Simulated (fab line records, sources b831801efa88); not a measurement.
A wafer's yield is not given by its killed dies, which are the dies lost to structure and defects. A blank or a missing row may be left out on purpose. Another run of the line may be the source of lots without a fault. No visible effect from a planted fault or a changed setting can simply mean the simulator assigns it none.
Problem report in the 8D (eight disciplines) form, filled by code :: flow sky130 :: the parts of the form that need people (team, actions taken, sign-off) are left out

== 1. THE PROBLEM ==
Wafers without a fault read 15, standard deviation 4.4; killed at front end at SKY_PAD_OPEN_PROBE_99 reads a mean of 55 on 6 wafers belonging to 2 lots. Measured from the usual mean, that is +9.1 standard deviations.
The first sign was on wafer L468.3 at day 50 06:55, on prober-01. Wafers with a number at this step in the record: 9, from 3 lots. Rule for "out" (also "out of limits"): further than 4 standard deviations from the usual mean. The other wafers with a number count as sound.

== 2. WHAT IT IS, AND WHAT IT ISN'T ==
question: which readings at this step
is: killed at front end
is not: killed_at_M0_to_M3, killed_at_M4_up, killed at contacts, killed at other, killed on rim, killed short

question: which lots
is: L468, L469
is not: L460

question: which wafers of those lots
is: all that have a number
is not: -

question: read on which tools
is: prober-01, prober-02
is not: -

question: when
is: from day 50 06:55
is not: up to then (3 sound wafers)

== 3. THE SUSPECTS, EACH WITH WHAT RULES IT OUT ==
Counting: any tool at a process step up to the reading is kept as a suspect provided that every lot that is out went through it and no sound lot did after the first of them.
- plasma asher-03 at SKY_VT_ADJUST_LVTN_STRIP_20 (strips in O2/N2): kept. Every lot that is out went through it, starting with L468 (day 13 07:38), and after that it ran no sound lot; the last sound lot it ran before then is L460 (day 11 04:45).
- rie metal-02 at SKY_CAP2M_METAL_ETCH_13 (etches TiN in Cl2/BCl3, stops on SiO2, target depth 220 nm, time 62.9 s): kept. It ran every lot that is out, first L468 (day 46 02:10), and no sound lot after that.
Remaining after the count are plasma asher-03 at SKY_VT_ADJUST_LVTN_STRIP_20 and rie metal-02 at SKY_CAP2M_METAL_ETCH_13.

== 4. THE CAUSE (what the simulator had put in) ==
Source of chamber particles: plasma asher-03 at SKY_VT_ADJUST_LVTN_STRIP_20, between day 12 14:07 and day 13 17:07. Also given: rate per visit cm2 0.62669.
After counting, 2 suspects remain, this tool included.

== 5. THE CHAIN OF EFFECTS, in route order ==
Each row: a reading where the mean over the struck wafers with a number is more than 3 standard deviations away from the usual. Only readings whose record carries a usual standard deviation are examined. hours: median over the lots of the time between each lot's start at the first step of this table that gives one and its start at this step. sigmas: the change, counted in usual standard deviations.
hours: 0
step: SKY_PAD_OPEN_PROBE_99
reading: killed at front end
usual: 15
on struck wafers: 55
change: +40
sigmas: +9.1

hours: 0
step: SKY_PAD_OPEN_PROBE_99
reading: killed dies
usual: 86
on struck wafers: 121
change: +35
sigmas: +4.1
Its process steps:
- SKY_PAD_OPEN_PROBE_99

== 6. WHAT WOULD HAVE CAUGHT IT SOONER ==
905 hours passed between the start of the fault at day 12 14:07 and the first reading out of limits in this record, taken at day 50 06:55.
An alarm limit of 4 standard deviations would not have fired on the tool readings at SKY_VT_ADJUST_LVTN_STRIP_20 for which the record gives a usual standard deviation, since none of them was out on any struck wafer.
The start of SKY_VT_ADJUST_LVTN_STRIP_20 on plasma asher-03 came by day 50 06:55 for every one of the lots that are out (2). Tool hold at that time: it would have spared none of them.
